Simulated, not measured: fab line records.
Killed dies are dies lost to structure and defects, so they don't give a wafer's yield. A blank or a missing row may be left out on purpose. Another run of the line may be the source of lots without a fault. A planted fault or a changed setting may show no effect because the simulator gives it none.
fab line records	flow sky130
[record] lots = 6	wafers = 18	last-day = 50
route steps=708 shown VIA4@653 METAL5@661 PASSIVATION@681 PAD_OPEN@694
lots untouched by any fault: they come from a run of this same line in which no faults occurred
start-h: hours from the record's opening day to when the first of the lot's shown wafers began	wait-h: how many hours have passed since the lot's step before this one	" same as the row above	L1.1+2: several wafers, shown together as one row	- value missing, or start not given	* or withheld: withheld	< > ~ a bound
route shown NAME@n: names a module that has steps shown in the file, with the first one's number in the route	usual: mean and standard deviation over wafers with no fault	same: alike in all rows	chamber/n: place in a boat	sites: per-site readings	_std_site: how widely they spread, as a standard deviation	_edge_site: outer sites' mean less inner sites'	radius-mm: how far each site lies from the wafer's centre	mask NAME#n: copy n	behind: the last tool/chamber to shape the wafer	hold: the reason the lot was held/the length of the hold in hours/how it ended	device: the n, p or np transistor that did not switch	end of line: the tests these same wafers got at the end of their route	a step with no rows: only its recipe	killed: count of dies lost to structure and defects at first sort (not the wafer's yield)	map: per-die view of a wafer (x killed, . not killed, _ where there is no die)
set.NAME: the run value of the setting; set.NAME@STEP: its run value at that earlier step	model.NAME: the simulator's own value behind a step, which no gauge read
lots at some steps of the route; a table a step, a row a wafer
services: from which hour (start-h, from the record's first day; less than 0 if before it) a tool's chamber was out of use, for how many hours, and why
[[steps]]
[step SKY_VIA4_STRIP_14]
[recipe] chemistry = post-etch-residue-remover	time-s = 1200	temp-c = 72.5
[step SKY_VIA4_CLEAN_15]
[recipe] chemistry = IPA	time-s = 180	temp-c = 25
[step SKY_VIA4_CLEAN_16]
[recipe] chemistry = O3/DIW	dry = n2-spin
[step SKY_VIA4_SPUTTER_17]
[recipe] material = TiN	target-thk-nm = 20	chamber-pressure-pa = 5	power-w = 4000	time-s = 80
[step SKY_VIA4_CVD_18]
[recipe] material = W	target-thk-nm = 505	time-s = 152.14	temp-c = 400	pressure-torr = 40
[usual] chamber-pressure-Torr = 40.00/0.079	heater-power-w = 871/97
lot.wafer	tool	chamber	start-h	wait-h	chamber-pressure-Torr	heater-power-w	since-wet-clean-h
L360.1	cvd-w-01	0	1055.20	0.0	40.06	996	651
L360.3	"	0	"	"	40.08	987	-
L360.4	"	0	"	"	40.04	1009	-
L367.1	cvd-w-02	0	1099.45	0.0	39.97	912	181
L367.5	"	1	"	"	39.93	748	-
L367.6	"	0	"	"	39.97	900	-
L371.2	cvd-w-02	0	1113.37	0.0	40.10	893	195
L371.4	"	0	"	"	40.03	883	-
L371.5	"	0	"	"	40.05	881	-
L370.2	cvd-w-01	1	1119.63	0.0	39.94	753	716
L370.4	"	1	"	"	40.08	750	-
L370.5	"	1	"	"	40.03	793	-
L376.1	cvd-w-01	1	1144.81	0.0	40.12	776	741
L376.2	"	0	"	"	40.16	1004	741
L376.6	"	0	"	"	40.05	971	-
L377.2	cvd-w-01	1	1148.38	0.0	40.02	786	744
L377.4	"	1	"	"	40.11	783	-
L377.6	"	1	"	"	40.11	771	-
[step SKY_VIA4_RS_MEAS_19]
[recipe] thk-meas-gauge = four-point-probe	reads = W_of_VIA4_CVD_18+TiN_of_VIA4_SPUTTER_17
[usual] VIA4_W_RS = 0.227/0.0039
lot.wafer	tool	chamber	start-h	wait-h	VIA4_W_RS[ohm/sq]
L360.1	film-metro-03	-	1055.50	0.3	0.221
L360.3	"	-	"	"	0.221
L360.4	"	-	"	"	0.222
L367.1	film-metro-01	-	1099.60	0.1	0.226
L367.5	"	-	"	"	0.231
L367.6	"	-	"	"	0.226
L371.2	film-metro-03	-	1113.54	0.1	0.230
L371.4	"	-	"	"	0.226
L371.5	"	-	"	"	0.230
L370.2	film-metro-04	-	1119.80	0.1	0.228
L370.4	"	-	"	"	0.225
L370.5	"	-	"	"	0.230
L376.1	film-metro-04	-	1144.96	0.1	0.225
L376.2	"	-	"	"	0.226
L376.6	"	-	"	"	0.224
L377.2	film-metro-04	-	1148.55	0.1	0.226
L377.4	"	-	"	"	0.228
L377.6	"	-	"	"	0.228
[step SKY_VIA4_THK_MEAS_20]
[recipe] thk-meas-gauge = xrf	reads = W_of_VIA4_CVD_18
[usual] VIA4_W_THK = 489/8.4
lot.wafer	tool	chamber	start-h	wait-h	VIA4_W_THK[nm]
L360.1	film-metro-03	-	1055.62	0.1	496
L360.3	"	-	"	"	496
L360.4	"	-	"	"	493
L367.1	film-metro-01	-	1099.72	0.1	495
L367.5	"	-	"	"	483
L367.6	"	-	"	"	492
L371.2	film-metro-03	-	1113.65	0.1	477
L371.4	"	-	"	"	487
L371.5	"	-	"	"	476
L370.2	film-metro-04	-	1119.91	0.1	482
L370.4	"	-	"	"	492
L370.5	"	-	"	"	479
L376.1	film-metro-04	-	1145.08	0.1	489
L376.2	"	-	"	"	489
L376.6	"	-	"	"	495
L377.2	film-metro-04	-	1148.66	0.1	490
L377.4	"	-	"	"	488
L377.6	"	-	"	"	487
[step SKY_VIA4_CMP_21]
[recipe] stop-on = SiO2	t-overpolish-s = 25	down-force-psi = 3.5	platen-rpm = 60	target-thk-nm = 0	pad-velocity-m-s = 0.94248
[usual] motor-current-A = 10.3/0.63	overpolish-run-s = 25.000/0.0091	platen-rpm = 60.00/0.04	retaining-ring-pressure-frac = 1.000/0.005	time-to-endpoint-s = 124/6.9
lot.wafer	tool	chamber	start-h	wait-h	motor-current-A	overpolish-run-s	platen-rpm	retaining-ring-pressure-frac	time-to-endpoint-s
L360.1	cmp-02	3	1055.68	0.1	10.7	25.003	59.97	0.997	137
L360.3	"	0	"	"	10.4	24.994	59.97	1.001	130
L360.4	"	1	"	"	10.9	25.017	59.94	0.998	123
L367.1	cmp-02	3	1099.92	0.2	10.1	25.007	60.03	0.994	134
L367.6	"	1	"	"	10.6	24.998	60.04	0.998	124
L367.5	"	2	"	"	10.8	25.006	59.95	0.992	110
L371.4	cmp-01	1	1113.70	0.0	10.3	25.014	59.97	0.997	131
L371.2	"	2	"	"	9.8	25.004	59.97	0.997	127
L371.5	"	2	"	"	9.1	25.014	59.94	0.995	126
L370.2	cmp-01	3	1120.06	0.1	9.4	25.001	60.00	1.008	128
L370.4	"	0	"	"	10.0	24.995	59.94	1.002	125
L370.5	"	1	"	"	10.9	24.988	59.97	1.006	123
L376.2	cmp-01	1	1145.38	0.3	10.9	25.010	60.03	0.999	135
L376.1	"	0	"	"	9.5	25.003	60.08	1.000	129
L376.6	"	1	"	"	11.3	25.001	60.00	0.996	135
L377.4	cmp-01	1	1149.46	0.8	11.5	25.002	59.98	0.997	138
L377.2	"	0	"	"	9.9	24.993	60.04	0.996	130
L377.6	"	1	"	"	11.3	25.006	59.98	0.995	134
[step SKY_METAL5_SPUTTER_00]
[recipe] material = Ti	target-thk-nm = 15	power-w = 3000	time-s = 10	chamber-pressure-pa = 0.4
[usual] throttle-valve-pct = 30.3/1
lot.wafer	tool	chamber	start-h	wait-h	throttle-valve-pct
L360.1	pvd-sputter-03	-	1055.98	0.2	30.3
L360.3	"	-	"	"	28.8
L360.4	"	-	"	"	30.6
L367.1	pvd-sputter-01	-	1100.12	0.1	29.0
L367.5	"	-	"	"	30.4
L367.6	"	-	"	"	30.1
L371.2	pvd-sputter-01	-	1114.00	0.2	30.3
L371.4	"	-	"	"	30.9
L371.5	"	-	"	"	29.5
L370.2	pvd-sputter-01	-	1120.26	0.1	30.2
L370.4	"	-	"	"	30.7
L370.5	"	-	"	"	30.9
L376.1	pvd-sputter-02	-	1145.68	0.1	29.5
L376.2	"	-	"	"	31.5
L376.6	"	-	"	"	31.4
L377.2	pvd-sputter-03	-	1149.76	0.1	30.2
L377.4	"	-	"	"	30.4
L377.6	"	-	"	"	30.7
[step SKY_METAL5_SPUTTER_01]
[recipe] material = TiN	target-thk-nm = 20	power-w = 6500	time-s = 16.7	chamber-pressure-pa = 0.4
[usual] throttle-valve-pct = 30.3/0.99
lot.wafer	tool	chamber	start-h	wait-h	throttle-valve-pct
L360.1	pvd-sputter-03	-	1056.01	0.0	30.3
L360.3	"	-	"	"	28.5
L360.4	"	-	"	"	30.5
L367.1	pvd-sputter-01	-	1100.14	0.0	29.0
L367.5	"	-	"	"	30.5
L367.6	"	-	"	"	29.9
L371.2	pvd-sputter-01	-	1114.02	0.0	30.1
L371.4	"	-	"	"	30.9
L371.5	"	-	"	"	29.1
L370.2	pvd-sputter-01	-	1120.28	0.0	30.2
L370.4	"	-	"	"	30.7
L370.5	"	-	"	"	30.6
L376.1	pvd-sputter-02	-	1145.70	0.0	28.9
L376.2	"	-	"	"	31.7
L376.6	"	-	"	"	31.4
L377.2	pvd-sputter-03	-	1149.78	0.0	30.3
L377.4	"	-	"	"	30.4
L377.6	"	-	"	"	30.7
[step SKY_METAL5_SPUTTER_02]
[recipe] material = AlCu	target-thk-nm = 1150	power-w = 10600	time-s = 61.2	chamber-pressure-pa = 0.4
[usual] throttle-valve-pct = 30.2/1
lot.wafer	tool	chamber	start-h	wait-h	throttle-valve-pct
L360.1	pvd-sputter-03	-	1056.03	0.0	30.4
L360.3	"	-	"	"	28.8
L360.4	"	-	"	"	30.8
L367.1	pvd-sputter-01	-	1100.17	0.0	29.2
L367.5	"	-	"	"	30.6
L367.6	"	-	"	"	30.3
L371.2	pvd-sputter-01	-	1114.05	0.0	30.2
L371.4	"	-	"	"	31.1
L371.5	"	-	"	"	29.1
L370.2	pvd-sputter-01	-	1120.31	0.0	30.4
L370.4	"	-	"	"	30.6
L370.5	"	-	"	"	31.1
L376.1	pvd-sputter-02	-	1145.73	0.0	29.3
L376.2	"	-	"	"	31.9
L376.6	"	-	"	"	31.5
L377.2	pvd-sputter-03	-	1149.81	0.0	30.5
L377.4	"	-	"	"	30.1
L377.6	"	-	"	"	30.5
[step SKY_METAL5_SPUTTER_03]
[recipe] material = Ti	target-thk-nm = 5	power-w = 3000	time-s = 3.3	chamber-pressure-pa = 0.4
[step SKY_METAL5_SPUTTER_04]
[recipe] material = TiN	target-thk-nm = 70	power-w = 6500	time-s = 58.3	chamber-pressure-pa = 0.4
[usual] throttle-valve-pct = 30.3/0.98
lot.wafer	tool	chamber	start-h	wait-h	throttle-valve-pct	model.TiN_of_METAL5_SPUTTER_04.thk-nm
L360.1	pvd-sputter-03	-	1056.11	0.0	30.2	70.47
L360.3	"	-	"	"	28.6	70.69
L360.4	"	-	"	"	30.4	69.86
L367.1	pvd-sputter-01	-	1100.24	0.0	29.3	69.69
L367.5	"	-	"	"	30.5	71.18
L367.6	"	-	"	"	30.2	71.04
L371.2	pvd-sputter-01	-	1114.12	0.0	30.3	58.28
L371.4	"	-	"	"	30.9	70.36
L371.5	"	-	"	"	29.3	69.71
L370.2	pvd-sputter-01	-	1120.38	0.0	30.3	57.52
L370.4	"	-	"	"	30.4	70.88
L370.5	"	-	"	"	30.8	69.87
L376.1	pvd-sputter-02	-	1145.80	0.0	29.0	70.96
L376.2	"	-	"	"	31.9	72.11
L376.6	"	-	"	"	31.3	71.21
L377.2	pvd-sputter-03	-	1149.87	0.0	30.0	70.52
L377.4	"	-	"	"	30.3	69.25
L377.6	"	-	"	"	30.6	69.94
[step SKY_METAL5_RS_MEAS_05]
[recipe] thk-meas-gauge = four-point-probe	reads = TiN_of_METAL5_SPUTTER_04+Ti_of_METAL5_SPUTTER_03+AlCu_of_METAL5_SPUTTER_02+TiN_of_METAL5_SPUTTER_01+Ti_of_METAL5_SPUTTER_00
[usual] METAL5_ALCU_RS = 0.02704/0.00024
lot.wafer	tool	chamber	start-h	wait-h	METAL5_ALCU_RS[ohm/sq]
L360.1	film-metro-03	-	1056.17	0.0	0.02707
L360.3	"	-	"	"	0.0272
L360.4	"	-	"	"	0.02719
L367.1	film-metro-03	-	1100.28	0.0	0.02727
L367.5	"	-	"	"	0.02692
L367.6	"	-	"	"	0.02718
L371.2	film-metro-02	-	1114.18	0.0	0.0273
L371.4	"	-	"	"	0.02752
L371.5	"	-	"	"	0.02757
L370.2	film-metro-03	-	1120.45	0.0	0.02701
L370.4	"	-	"	"	0.02683
L370.5	"	-	"	"	0.02721
L376.1	film-metro-02	-	1145.85	0.0	0.02699
L376.2	"	-	"	"	0.02678
L376.6	"	-	"	"	0.02685
L377.2	film-metro-04	-	1149.94	0.0	0.02752
L377.4	"	-	"	"	0.0272
L377.6	"	-	"	"	0.02749
[step SKY_METAL5_THK_MEAS_06]
[recipe] thk-meas-gauge = xrf	reads = AlCu_of_METAL5_SPUTTER_02
[usual] METAL5_ALCU_THK = 1143/12
lot.wafer	tool	chamber	start-h	wait-h	METAL5_ALCU_THK[nm]
L360.1	film-metro-03	-	1056.29	0.1	1142
L360.3	"	-	"	"	1128
L360.4	"	-	"	"	1133
L367.1	film-metro-03	-	1100.40	0.1	1122
L367.5	"	-	"	"	1133
L367.6	"	-	"	"	1123
L371.2	film-metro-02	-	1114.29	0.1	1169
L371.4	"	-	"	"	1122
L371.5	"	-	"	"	1131
L370.2	film-metro-03	-	1120.56	0.1	1172
L370.4	"	-	"	"	1151
L370.5	"	-	"	"	1125
L376.1	film-metro-02	-	1145.97	0.1	1150
L376.2	"	-	"	"	1155
L376.6	"	-	"	"	1153
L377.2	film-metro-04	-	1150.05	0.1	1128
L377.4	"	-	"	"	1142
L377.6	"	-	"	"	1123
[step SKY_METAL5_DEHYDRATE_07]
[recipe] temp-c = 200	time-s = 60
[step SKY_METAL5_HMDS_08]
[recipe] prime-time-s = 60	prime-temp-c = 120
[step SKY_METAL5_COAT_09]
[recipe] resist = NOVOLAK	spin-rpm = 3000	resist-thk-nm = 1800
[step SKY_METAL5_SOFTBAKE_10]
[recipe] temp-c = 90	time-s = 60	resist = NOVOLAK
[step SKY_METAL5_EXPOSE_11]
[recipe] mask-id = MM5	na = 0.6	source-shape = conventional	sigma-outer = 0.6	polarization = unpolarized	target-cd-nm = 1600	dose-mj = 190
[step SKY_METAL5_PEB_12]
[recipe] temp-c = withheld	time-s = *	resist = NOVOLAK
[step SKY_METAL5_DEVELOP_13]
[recipe] resist = NOVOLAK	developer = TMAH	develop-time-s = 60	dev-temp-c = 23
[step SKY_METAL5_DESCUM_14]
[recipe] chemistry = O2	source-power-w = 150	bias-power-w = 0	pressure-mtorr = 10	temp-c = 40	time-s = 11
[step SKY_METAL5_METAL_ETCH_15]
[recipe] target-depth-a = 12600	stop-on = SiO2	over-etch-frac = 0.2	time-s = 252	chemistry = Cl2/BCl3	resist-sidewall-deg = 86	pressure-mtorr = 10	icp-w = 900	bias-w = 48.5	Cl2_flow_sccm = 60	bcl3-flow-sccm = 30
[step SKY_METAL5_STRIP_16]
[recipe] chemistry = O2/N2	power-w = 1400	pressure-mtorr = 1500	platen-temp-c = withheld	o2-flow-sccm = 3000	n2-flow-sccm = 300	overash-fraction = 0.5
[step SKY_METAL5_STRIP_17]
[recipe] chemistry = post-etch-residue-remover	time-s = 1200	temp-c = 72.5
lot.wafer	tool	chamber	start-h	wait-h	model.TiN_of_METAL5_SPUTTER_04.thk-nm
L360.1	wet-bench-01	1	1077.55	0.1	70.05
L360.3	"	1	"	"	70.27
L360.4	"	1	"	"	69.43
L367.1	wet-bench-02	2	1121.56	0.1	69.26
L367.5	"	2	"	"	70.75
L367.6	"	2	"	"	70.61
L371.2	wet-bench-02	1	1134.11	0.1	57.86
L371.4	"	1	"	"	69.94
L371.5	"	1	"	"	69.28
L370.2	wet-bench-01	1	1140.47	0.1	57.1
L370.4	"	1	"	"	70.46
L370.5	"	1	"	"	69.45
L376.1	wet-bench-01	0	1164.37	0.1	70.54
L376.2	"	0	"	"	71.68
L376.6	"	0	"	"	70.79
L377.2	wet-bench-03	1	1167.81	0.1	70.09
L377.4	"	1	"	"	68.82
L377.6	"	1	"	"	69.51
[step SKY_METAL5_CLEAN_18]
[recipe] chemistry = IPA	time-s = 180	temp-c = 25
[step SKY_METAL5_CLEAN_19]
[recipe] chemistry = O3/DIW	dry = n2-spin
[step SKY_PASSIVATION_CVD_00]
[recipe] material = SiO2	target-thk-nm = 90	temp-c = 400	time-s = withheld	rf-w = 600
[step SKY_PASSIVATION_THK_MEAS_01]
[recipe] reads = SiO2_of_PASSIVATION_CVD_00
[usual] PASSIVATION_CVD_00_THK = 90.1/1.5
lot.wafer	tool	chamber	start-h	wait-h	PASSIVATION_CVD_00_THK[nm]
L360.1	film-metro-01	-	1078.06	-	87.9
L360.3	"	-	"	"	88.0
L360.4	"	-	"	"	88.7
L367.1	film-metro-03	-	1122.08	-	88.2
L367.5	"	-	"	"	89.9
L367.6	"	-	"	"	91.9
L371.2	film-metro-03	-	1134.63	-	90.2
L371.4	"	-	"	"	89.5
L371.5	"	-	"	"	91.8
L370.2	film-metro-02	-	1141.01	-	90.0
L370.4	"	-	"	"	91.3
L370.5	"	-	"	"	91.3
L376.1	film-metro-03	-	1164.89	-	90.0
L376.2	"	-	"	"	89.0
L376.6	"	-	"	"	91.4
L377.2	film-metro-03	-	1168.33	-	89.9
L377.4	"	-	"	"	91.5
L377.6	"	-	"	"	91.3
[step SKY_PASSIVATION_CVD_02]
[recipe] material = Si3N4	target-thk-nm = 540	temp-c = 400	time-s = withheld	rf-w = 450
[step SKY_PASSIVATION_THK_MEAS_03]
[recipe] reads = Si3N4_of_PASSIVATION_CVD_02
[usual] PASSIVATION_CVD_02_THK = 540/6.4
lot.wafer	tool	chamber	start-h	wait-h	PASSIVATION_CVD_02_THK[nm]
L360.1	film-metro-02	-	1078.35	-	546
L360.3	"	-	"	"	542
L360.4	"	-	"	"	545
L367.1	film-metro-02	-	1122.36	-	540
L367.5	"	-	"	"	546
L367.6	"	-	"	"	552
L371.2	film-metro-02	-	1134.92	-	535
L371.4	"	-	"	"	540
L371.5	"	-	"	"	543
L370.2	film-metro-03	-	1141.30	-	529
L370.4	"	-	"	"	549
L370.5	"	-	"	"	544
L376.1	film-metro-02	-	1165.17	-	526
L376.2	"	-	"	"	542
L376.6	"	-	"	"	540
L377.2	film-metro-02	-	1168.62	-	533
L377.4	"	-	"	"	543
L377.6	"	-	"	"	538
[step SKY_PASSIVATION_DEHYDRATE_04]
[recipe] temp-c = 200	time-s = 60
[step SKY_PASSIVATION_HMDS_05]
[recipe] prime-time-s = 60	prime-temp-c = 120
[step SKY_PASSIVATION_COAT_06]
[recipe] spin-rpm = 2000	resist-thk-nm = 3000
[step SKY_PASSIVATION_SOFTBAKE_07]
[recipe] temp-c = 110	time-s = withheld
[step SKY_PASSIVATION_EXPOSE_08]
[recipe] mask-id = NSM	target-cd-nm = 3000	na = 0.57	dose-mj = 260
[step SKY_PASSIVATION_PEB_09]
[recipe] temp-c = 115	time-s = withheld
[step SKY_PASSIVATION_DEVELOP_10]
[recipe] develop-time-s = 60	dev-temp-c = 23
[step SKY_PASSIVATION_ETCH_11]
[recipe] chemistry = CF4/O2	target-depth-nm = 725	stop-on = AlCu	source-w = 800	bias-w = 150	pressure-mtorr = 150	cf4-flow-sccm = 80	O2_flow_sccm = 10	time-s = 161.1
[usual] cf4-flow-sccm = 80.02/0.23	drypump-motor-current-A = 5.6/0.47	oes-product-au = 0.978/0.0074	throttle-valve-pct = 5.964/0.009
lot.wafer	tool	chamber	start-h	wait-h	cf4-flow-sccm	drypump-motor-current-A	oes-product-au	rf-hours-counter-h	throttle-valve-pct	model.PASSIVATION.feature-depth-nm
L360.1	rie-diel-03	2	1099.52	-	79.87	5.5	0.980	31	5.965	708.1
L360.3	"	1	"	"	79.82	5.0	0.979	20	5.959	704.6
L360.4	"	3	"	"	80.06	5.9	0.985	22	5.980	707.6
L367.1	rie-diel-02	3	1141.59	-	79.80	5.2	0.975	9	5.953	702.8
L367.5	"	3	"	"	79.74	5.2	0.985	-	5.967	711.7
L367.6	"	0	"	"	80.05	6.5	0.982	-	5.964	714.1
L371.2	rie-diel-02	0	1152.93	-	80.51	6.5	0.969	8	5.965	688
L371.4	"	1	"	"	79.91	5.3	0.974	16	5.966	704.1
L371.5	"	0	"	"	80.12	6.5	0.973	-	5.973	708.9
L370.2	rie-diel-03	0	1158.73	-	79.88	5.3	0.958	26	5.970	680.7
L370.4	"	3	"	"	79.88	5.9	0.989	25	5.987	715.3
L370.5	"	2	"	"	80.13	5.5	0.986	-	5.963	709.5
L376.1	rie-diel-03	0	1181.02	-	79.79	5.2	0.976	27	5.952	690.9
L376.2	"	3	"	"	79.58	6.0	0.985	26	5.954	707.5
L376.6	"	0	"	"	79.60	5.2	0.984	-	5.970	706.8
L377.2	rie-diel-02	1	1185.39	-	80.02	5.2	0.970	17	5.952	697.6
L377.4	"	3	"	"	80.14	5.2	0.973	11	5.965	707
L377.6	"	2	"	"	79.68	5.5	0.975	-	5.967	703.8
[step SKY_PASSIVATION_STRIP_12]
[recipe] chemistry = O2/N2	power-w = 1400	pressure-mtorr = 1500	platen-temp-c = withheld	overash-fraction = 0.7	o2-flow-sccm = 3000	n2-flow-sccm = 300
[step SKY_PAD_OPEN_DEHYDRATE_00]
[recipe] temp-c = 200	time-s = 60
[step SKY_PAD_OPEN_ETCH_07]
[recipe] chemistry = CF4/O2	target-depth-nm = 725	stop-on = AlCu	source-w = 800	bias-w = 150	pressure-mtorr = 150	cf4-flow-sccm = 80	O2_flow_sccm = 10	time-s = 161.1
[usual] cf4-flow-sccm = 80.01/0.26	drypump-motor-current-A = 5.7/0.4	oes-product-au = 0.978/0.0074	throttle-valve-pct = 5.963/0.0091
lot.wafer	tool	chamber	start-h	wait-h	cf4-flow-sccm	drypump-motor-current-A	oes-product-au	rf-hours-counter-h	throttle-valve-pct	model.PAD_OPEN.feature-depth-nm
L360.1	rie-diel-01	0	1119.41	-	80.17	6.1	0.980	19	5.964	708.1
L360.3	"	3	"	"	80.28	5.8	0.984	13	5.958	704.6
L360.4	"	1	"	"	79.61	5.8	0.987	2	5.964	707.6
L367.1	rie-diel-04	0	1159.06	-	79.66	5.1	0.972	17	5.968	702.8
L367.5	"	3	"	"	79.91	6.1	0.991	-	5.971	711.7
L367.6	"	2	"	"	79.77	6.3	0.992	-	5.949	719.4
L371.2	rie-diel-03	0	1170.21	-	80.03	5.3	0.975	27	5.968	688
L371.4	"	1	"	"	79.77	5.0	0.979	-	5.967	704.1
L371.5	"	0	"	"	80.23	5.3	0.979	-	5.977	708.9
L370.2	rie-diel-01	3	1176.21	-	80.13	5.8	0.953	16	5.957	680.7
L370.4	"	1	"	"	79.82	5.8	0.983	3	5.972	715.3
L370.5	"	1	"	"	80.06	5.8	0.976	-	5.963	709.5
L376.1	rie-diel-03	1	1196.33	-	80.20	5.0	0.970	24	5.953	690.9
L376.2	"	0	"	"	80.65	5.3	0.979	28	5.964	707.5
L376.6	"	0	"	"	80.22	5.3	0.983	-	5.957	706.8
L377.2	rie-diel-01	3	1201.46	-	80.23	5.8	0.975	16	5.968	697.6
L377.4	"	2	"	"	79.76	5.8	0.973	18	5.966	707
L377.6	"	2	"	"	80.06	5.8	0.966	-	5.958	703.8
[step SKY_PAD_OPEN_PROBE_99]
[usual] defect-limited-yield = 82.3/1.8	killed_at_M0_to_M3 = 43/7	killed_at_M4_up = 3.1/1.9	killed-at-contacts = 25/6.1	killed-at-front-end = 15/4.5	killed-at-other = 0.3/0.55	killed-dies = 87/8.9	killed-open = 47/6.4	killed-short = 40/6.6	sort_bin_3_pad_short = 0.9/0.42	sort_bin_5_function = 10.4/1.4	sort_bin_6_memory = 6.5/1.1	sort-n-pass = 405/8.9	sort-yield-pct = 82.3/1.8
[same] gross-dies = 492	killed-at-back-side = 0	sort_bin_4_leakage[%] = 0	sort_bin_8_speed[%] = 0
lot.wafer	tool	chamber	start-h	wait-h	defect-limited-yield[%]	killed_at_M0_to_M3	killed_at_M4_up	killed-at-contacts	killed-at-front-end	killed-at-other	killed-dies	killed-open	killed-short	sort_bin_3_pad_short[%]	sort_bin_5_function[%]	sort_bin_6_memory[%]	sort-n-pass	sort-yield-pct[%]
L371.2	prober-02	-	1172.62	0.1	81.5	40	5	32	14	0	91	51	38	0.2	12.0	6.3	401	81.5
L371.4	prober-02	-	1172.72	0.2	82.3	46	2	31	8	0	87	53	34	1.2	8.5	7.9	405	82.3
L371.5	prober-02	-	1172.77	0.2	81.3	50	2	21	19	0	92	53	37	0.8	11.0	6.9	400	81.3
// killed by level:class
L371.2 LI_CONTACT:geometric-particle:open=11 CONTACT:geometric-particle:open=10 VIA3:geometric-particle:open=8 LOCAL_INTERCONNECT:geometric-particle:short=7 POLY_GATE:geometric-particle:short=5 VIA1:geometric-particle:open=5 METAL1:geometric-particle:open=4 METAL1:geometric-particle:short=4
L371.4 CONTACT:geometric-particle:open=12 VIA3:geometric-particle:open=9 LI_CONTACT:geometric-particle:open=8 VIA1:geometric-particle:open=8 VIA2:geometric-particle:open=7 METAL1:geometric-particle:short=5 FIELD_ISO:geometric-particle:short=4 CONTACT:geometric-particle:short=4
L371.5 VIA2:geometric-particle:open=12 VIA3:geometric-particle:open=9 VIA1:geometric-particle:open=8 CONTACT:geometric-particle:open=8 METAL1:geometric-particle:short=6 METAL2:geometric-particle:short=6 LI_CONTACT:geometric-particle:open=5 FIELD_ISO:geometric-particle:short=4
[[services]]
tool	chamber	start-h	hours	kind
cvd-w-01	1	1050.51	25.0	repair
cvd-w-01	0	1057.19	2.5	repair
rie-diel-02	-	1063.48	0.1	repair
cvd-w-01	-	1064.48	2.8	pm
rie-diel-03	3	1066.60	3.8	repair
rie-diel-03	-	1084.24	2.8	pm
cmp-01	-	1106.46	5.6	pm
rie-diel-02	-	1107.18	1.5	repair
rie-diel-03	0	1108.46	8.3	repair
rie-diel-03	2	1113.25	10.3	repair
rie-diel-03	1	1115.01	9.1	repair
rie-diel-01	1	1125.48	11.2	repair
rie-diel-02	-	1137.40	0.1	repair
pvd-sputter-03	-	1137.51	1.7	repair
rie-diel-01	1	1142.50	10.6	repair
cvd-w-01	0	1151.82	11.3	repair
cvd-w-01	1	1154.88	9.5	repair
pvd-sputter-01	-	1155.37	4.7	repair
cmp-01	-	1173.91	4.0	pm
cmp-01	-	1174.90	1.0	repair
rie-diel-03	1	1175.20	9.7	repair
cvd-w-01	1	1178.05	7.4	repair
cmp-01	-	1188.82	0.3	repair
pvd-sputter-02	-	1193.70	2.5	repair
[[key]]
first-sign none at tools or gauges
[model-effect] step = SKY_METAL5_SPUTTER_04	value = TiN_of_METAL5_SPUTTER_04.thk-nm	without = 70.74	struck = 57.9
[model-effect] step = SKY_METAL5_STRIP_17	value = TiN_of_METAL5_SPUTTER_04.thk-nm	without = 70.31	struck = 57.48
[model-effect] step = SKY_PASSIVATION_ETCH_11	value = PASSIVATION.feature-depth-nm	without = 697.2	struck = 684.3
[model-effect] step = SKY_PAD_OPEN_ETCH_07	value = PAD_OPEN.feature-depth-nm	without = 697.2	struck = 684.3
met-at SKY_METAL5_SPUTTER_04
struck-wafers L370.2,L371.2
onset-between 1100.24 1114.12
[fault] kind = process-parameter-drift	tool = pvd-sputter-01	chamber = -	onset-h = 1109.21	steps = SKY_METAL5_SPUTTER_04	channel = time-s	offset = *	shape = step	end-h = 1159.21	acts-in = *	stated = *	scope = struck-wafers-only
